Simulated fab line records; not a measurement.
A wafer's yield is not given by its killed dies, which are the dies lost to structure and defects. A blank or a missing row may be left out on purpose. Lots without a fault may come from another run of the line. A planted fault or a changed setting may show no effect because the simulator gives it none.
Which tool was responsible? | flow sky130 | 36 wafers from 12 lots sampled at 4 of the route's 708 steps

## WHAT THE GAUGES READ, wafer by wafer
SKY_CAP2M_RS_MEAS_03: measures by four-point-probe.
lot  | measured     | on            | CAP2M_TIN_RS (ohm/sq)
L075 | day 40 00:45 | film-metro-01 | 6.79 6.86 6.86
L077 | day 40 12:02 | film-metro-01 | 6.98 6.98 6.95
L079 | day 41 07:52 | film-metro-04 | 7.04 7.05 6.95
L081 | day 41 23:38 | film-metro-04 | 6.96 6.85 6.87
L083 | day 42 06:40 | film-metro-04 | 7.07 7.09 6.99
L085 | day 42 22:39 | film-metro-01 | 7.00 6.97 7.02
L087 | day 43 11:15 | film-metro-01 | 6.85 6.89 6.87
L089 | day 43 22:31 | film-metro-04 | 6.90 6.98 6.97
L091 | day 44 20:25 | film-metro-04 | 6.93 6.95 6.95
L093 | day 45 07:38 | film-metro-04 | 7.02 7.00 7.08
L095 | day 45 11:34 | film-metro-03 | 6.90 6.87 6.84
L097 | day 45 17:47 | film-metro-03 | 6.87 6.88 6.84

## TOOL THAT RAN EACH LOT (tool first, then ch and the chambers of the sampled wafers, then the start)
lot  | SKY_METAL1_DESCUM_17              | SKY_METAL3_DESCUM_15              | SKY_VIA3_CMP_24
L075 | rie-metal-02 ch 0,1, day 33 03:45 | rie-metal-04 ch 0,1, day 38 20:21 | cmp-01 ch 0,1,2, day 40 00:08
L077 | rie-metal-02 ch 0, day 33 16:10   | rie-metal-04 ch 0, day 39 07:52   | cmp-02 ch 0,1,3, day 40 11:20
L079 | rie-metal-01 ch 0,1, day 34 14:46 | rie-metal-04 ch 0,1, day 40 04:30 | cmp-02 ch 2,3, day 41 07:16
L081 | rie-metal-01 ch 1, day 35 07:03   | rie-metal-04 ch 0,1, day 40 20:37 | cmp-02 ch 0,2,3, day 41 23:04
L083 | rie-metal-01 ch 0,1, day 35 14:01 | rie-metal-03 ch 0,1, day 41 02:33 | cmp-01 ch 1,2,3, day 42 06:07
L085 | rie-metal-01 ch 0,1, day 36 09:06 | rie-metal-03 ch 0,1, day 41 20:11 | cmp-02 ch 0,1, day 42 22:01
L087 | rie-metal-01 ch 0,1, day 36 23:13 | rie-metal-03 ch 0,1, day 42 08:41 | cmp-02 ch 0,2,3, day 43 10:38
L089 | rie-metal-03 ch 0,1, day 37 12:04 | rie-metal-02 ch 0,1, day 42 19:33 | cmp-02 ch 0,1,2, day 43 21:59
L091 | rie-metal-03 ch 0,1, day 38 11:40 | rie-metal-02 ch 0,1, day 43 18:43 | cmp-02 ch 0,1,2, day 44 19:46
L093 | rie-metal-03 ch 0,1, day 38 22:54 | rie-metal-03 ch 0,1, day 44 06:17 | cmp-02 ch 1,3, day 45 07:02
L095 | rie-metal-01 ch 1, day 39 02:55   | rie-metal-03 ch 0,1, day 44 09:12 | cmp-02 ch 0,1, day 45 10:55
L097 | rie-metal-02 ch 0,1, day 39 13:22 | rie-metal-04 ch 0,1, day 44 16:57 | cmp-01 ch 0,1,3, day 45 17:16
- SKY_METAL1_DESCUM_17: chemistry O2, time 8 s.
- SKY_METAL3_DESCUM_15: chemistry O2, time 8 s.
- SKY_VIA3_CMP_24: polishes, stops on SiO2, t overpolish 20 s, target thk 0 nm.

## THE ANSWER, worked out from the rows above alone
Rule: the usual values come from the lots themselves. Put in order of their means at a reading, lots are off if they are a third of the lots or fewer, leave a main group of 4 or more, and stand apart from it by a gap of 3 or more times the standard deviation of the main group's means; of several such gaps the widest counts. The tables above print the reading to a certain number of digits; a main group whose means all agree to those digits is not used. A lot without any number at a reading at which 4 lots or more have one is off too. The other lots that the step has rows for count as sound.
Across all readings shown, no lot is off: no conclusion can be drawn from this.

## WHAT WAS PUT IN BY THE SIMULATOR
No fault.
